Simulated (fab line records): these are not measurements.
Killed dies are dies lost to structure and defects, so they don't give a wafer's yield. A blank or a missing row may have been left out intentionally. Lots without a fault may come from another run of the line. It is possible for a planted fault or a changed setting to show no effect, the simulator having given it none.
A struck lot beside a sound one    flow sky130    38 steps out of a route of 708
Sound: the wafers L168.2, L168.4, L168.5. Wafers struck: L157.1, L157.4, L157.5. The cause is given at the end.
Order at every step that has rows: each side's tool, ch and its chambers, its first start. Under that, the readings that differ: sound wafers    struck wafers    difference of the means    sigmas: that difference in standard deviations of wafers without a fault.
alike: readings with means less than 2 such deviations apart, plus words and numbers identical on both sides. not compared: withheld readings, readings lacking a value on some wafer, bounds such as >300 that could conceal the same value, and numbers that have no deviation in the record and whose values overlap.
A row with sigmas, a row that says differs or no value, or rows on one side alone: a step with any of these is where the two part. Non-overlapping numbers with no deviation appear without sigmas and do not part them. A reading that every wafer of one side lacks parts them only if that side has two wafers or more.

first, 9 steps without rows for these wafers: SKY_VIA2_SPUTTER_20 (material TiN, target thk 20 nm, time 80 s); SKY_VIA2_CVD_21 (deposits W, target thk 420 nm, time 126.4 s); SKY_VIA2_CMP_24 (polishes, stops on SiO2, t overpolish 20 s, target thk 0 nm); SKY_METAL3_SPUTTER_00 (material Ti, target thk 15 nm, time 10 s); SKY_METAL3_SPUTTER_01 (material TiN, target thk 20 nm, time 16.7 s); SKY_METAL3_SPUTTER_02 (material AlCu, target thk 735 nm, time 39.1 s); SKY_METAL3_SPUTTER_03 (material Ti, target thk 5 nm, time 3.3 s); SKY_METAL3_SPUTTER_04 (material TiN, target thk 70 nm, time 58.3 s); SKY_CAPM_CVD_00 (deposits SiO2, target thk 15.5 nm).
SKY_CAPM_SPUTTER_02: material TiN, target thk 200 nm, time 166.7 s.
  sound on pvd-sputter-02 at day 42 10:34; struck on pvd-sputter-02 at day 39 07:13
reading                                   sound              struck           difference  sigmas
model.TiN_of_CAPM_SPUTTER_02.thk-nm (nm)  201.9 200.5 201.1  145.2 145 143.6  -56.6       
  alike: throttle-valve-pct
SKY_CAPM_RS_MEAS_03: uses a four-point probe to measure.
  sound on film-metro-04 at day 42 10:41; struck on film-metro-01 at day 39 07:19
reading               sound           struck          difference  sigmas
CAPM_TIN_RS (ohm/sq)  6.83 6.90 6.88  9.62 9.63 9.73  +2.79       +31
SKY_CAPM_THK_MEAS_04: measures by xrf.
  sound on film-metro-04 at day 42 10:48; struck on film-metro-01 at day 39 07:26
reading            sound              struck             difference  sigmas
CAPM_TIN_THK (nm)  203.7 201.8 203.7  147.9 147.1 145.4  -56.3       -21
then, 7 steps without rows for these wafers: SKY_CAPM_DEHYDRATE_05 (time 60 s); SKY_CAPM_HMDS_06 (prime time 60 s); SKY_CAPM_COAT_07 (resist thk 1140 nm); SKY_CAPM_SOFTBAKE_08 (time 60 s); SKY_CAPM_EXPOSE_09 (exposes mask CAPM, target cd 1000 nm); SKY_CAPM_PEB_10; SKY_CAPM_DEVELOP_11 (develop time 60 s).
SKY_CAPM_METAL_ETCH_13: etches TiN in Cl2/BCl3, stops on SiO2, target depth 220 nm, time 62.9 s.
  sound on rie-metal-02 ch 0,1, day 43 09:19; struck on rie-metal-02 ch 0, day 40 08:07
reading                 sound                 struck                difference  sigmas
mfc-cl2-sccm (sccm)     59.89 59.91 59.62     60.16 60.23 60.29     +0.42       +2
oes-product-au (a.u.)   0.947 0.949 0.948     0.787 0.790 0.784     -0.161      -19
throttle-valve-pct (%)  21.902 21.896 21.915  21.993 22.009 21.994  +0.094      +10
  alike: drypump-motor-current-A, rf-fwd-power-W
  not compared: rf-hours-counter-h
then, 16 steps without rows for these wafers: SKY_CAPM_STRIP_14 (strips in O2/N2); SKY_CAPM_STRIP_15 (strips in post etch residue remover, time 1200 s); SKY_CAPM_CLEAN_16 (cleans in IPA, time 180 s); SKY_CAPM_CLEAN_17 (cleans in O3/DIW); SKY_METAL3_DEHYDRATE_05 (time 60 s); SKY_METAL3_HMDS_06 (prime time 60 s); SKY_METAL3_COAT_07 (resist thk 60 nm); SKY_METAL3_COAT_08 (resist thk 1140 nm); SKY_METAL3_SOFTBAKE_09 (time 90 s); SKY_METAL3_EXPOSE_10 (exposes mask MM3, target cd 300 nm); SKY_METAL3_PEB_11; SKY_METAL3_DEVELOP_12 (develop time 60 s); SKY_METAL3_DESCUM_15 (chemistry O2, time 8 s); SKY_METAL3_ETCH_16 (etches BARC in N2/H2, stops on SiO2, time 88.2 s, target depth 60 nm); SKY_METAL3_ETCH_17 (etches SiO2 in C4F8/O2/Ar, stops on TiN, time 3.9 s, target depth 15 nm); SKY_METAL3_METAL_ETCH_18 (etches the open film in Cl2/BCl3, stops on SiO2, target depth 845 nm, time 183.1 s).
SKY_METAL3_STRIP_20: strips in post etch residue remover, time 1200 s.
  sound on wet-bench-04 ch 0, day 44 09:29; struck on wet-bench-01 ch 2, day 41 09:56
reading                                   sound              struck             difference  sigmas
model.TiN_of_CAPM_SPUTTER_02.thk-nm (nm)  201.1 199.6 200.2  144.4 144.1 142.8  -56.5       
-- the record jumps here: 7 days lie between the struck wafers' starts before and after (it left off in module METAL3 and takes up again in module PAD_OPEN, whose first step shown is number 708 of the route) --
SKY_PAD_OPEN_PROBE_99:
  sound on prober-01 at day 50 12:17; struck on prober-02 at day 48 05:23
reading                               sound                 struck                difference  sigmas
model.etest.cap-mim.plate-ohm-sq      5.995 5.912 6.057     8.282 8.328 8.398     +2.348      
model.etest.cap-mim.bv-v (V)          13.94 14.28 14.19     12.34 12.4 12.67      -1.67       
model.etest.cap-mim.leak-log10-a-cm2  -9.036 -8.915 -8.911  -8.129 -8.217 -8.017  +0.833      
  alike: defect-limited-yield, killed_at_M0_to_M3, killed_at_M4_up, killed-at-contacts, killed-at-front-end, killed-at-other, killed-dies, killed-open, killed-short, sort_bin_3_pad_short, sort_bin_5_function, sort_bin_6_memory, sort-n-pass, sort-yield-pct

## WHERE THEY PART
First at SKY_CAPM_RS_MEAS_03; last, within this record, at SKY_CAPM_METAL_ETCH_13. Later steps at which nothing parts them and some readings are alike: SKY_PAD_OPEN_PROBE_99.

WHY: whatever the simulator had introduced
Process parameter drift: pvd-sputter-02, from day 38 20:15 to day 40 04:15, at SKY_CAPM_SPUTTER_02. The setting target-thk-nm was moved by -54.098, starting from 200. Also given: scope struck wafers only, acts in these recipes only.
